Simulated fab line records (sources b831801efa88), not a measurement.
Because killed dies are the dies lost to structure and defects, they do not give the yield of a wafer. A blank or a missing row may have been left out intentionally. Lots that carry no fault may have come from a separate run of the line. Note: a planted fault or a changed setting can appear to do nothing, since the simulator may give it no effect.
Matching of chambers / flow sky130 / 4 sister chambers for SKY_VIA3_ETCH_15 on rie diel-01
The step etches SiO2 in C4F8/O2/Ar, stops on TiN, target depth 507 nm, time 78 s. 8 wafers are shown with their chamber, then 10 later ones without.

== WAFERS, EACH WITH ITS CHAMBER ==
wafer=L085.2; chamber=3; oes product au (a.u.)=0.950
wafer=L085.3; chamber=1; oes product au (a.u.)=0.950
wafer=L087.3; chamber=1; oes product au (a.u.)=0.948
wafer=L087.6; chamber=2; oes product au (a.u.)=0.943
wafer=L089.2; chamber=3; oes product au (a.u.)=0.944
wafer=L089.5; chamber=0; oes product au (a.u.)=0.943
wafer=L091.1; chamber=0; oes product au (a.u.)=0.948
wafer=L091.3; chamber=2; oes product au (a.u.)=0.939

== WAFERS WITH NO CHAMBER GIVEN ==
wafer=L091.6; oes product au (a.u.)=0.946
wafer=L092.1; oes product au (a.u.)=0.940
wafer=L092.3; oes product au (a.u.)=0.946
wafer=L092.5; oes product au (a.u.)=0.937
wafer=L094.2; oes product au (a.u.)=0.944
wafer=L094.5; oes product au (a.u.)=0.936
wafer=L094.6; oes product au (a.u.)=0.944
wafer=L095.2; oes product au (a.u.)=0.952
wafer=L095.3; oes product au (a.u.)=0.945
wafer=L095.4; oes product au (a.u.)=0.950

== EACH ONE'S CHAMBER ==
wafer=L091.6; from the rows above=can't be placed: 0 or 3 or 1 or 2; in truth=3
wafer=L092.1; from the rows above=can't be placed: 2 or 0 or 3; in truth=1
wafer=L092.3; from the rows above=can't be placed: 0 or 3 or 1 or 2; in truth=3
wafer=L092.5; from the rows above=can't be placed: 2 or 0 or 3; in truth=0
wafer=L094.2; from the rows above=can't be placed: 0 or 2 or 3 or 1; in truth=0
wafer=L094.5; from the rows above=can't be placed: 2 or 0 or 3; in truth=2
wafer=L094.6; from the rows above=can't be placed: 0 or 2 or 3 or 1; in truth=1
wafer=L095.2; from the rows above=can't be placed: 1 or 3 or 0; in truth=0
wafer=L095.3; from the rows above=can't be placed: 0 or 3 or 1 or 2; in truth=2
wafer=L095.4; from the rows above=can't be placed: 1 or 3 or 0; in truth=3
0 of 10 placed correctly. Not placeable from these rows: 10 (in 9, the candidates include the true chamber). Number placed wrongly: 0.
How it was worked out, from the rows above alone: a wafer's distance from a chamber is the root of the sum, over the readings, of the square of ((its reading less the chamber's mean) divided by the reading's scatter). The wafer belongs to the nearest chamber; if the next one is less than 2 further off, it can't be placed. Each chamber's mean is taken over the wafers shown for it. How the scatter is found: for the shown wafers, subtract from each reading the mean of its chamber, square and add these, divide the total by (wafers less chambers), then take the root.
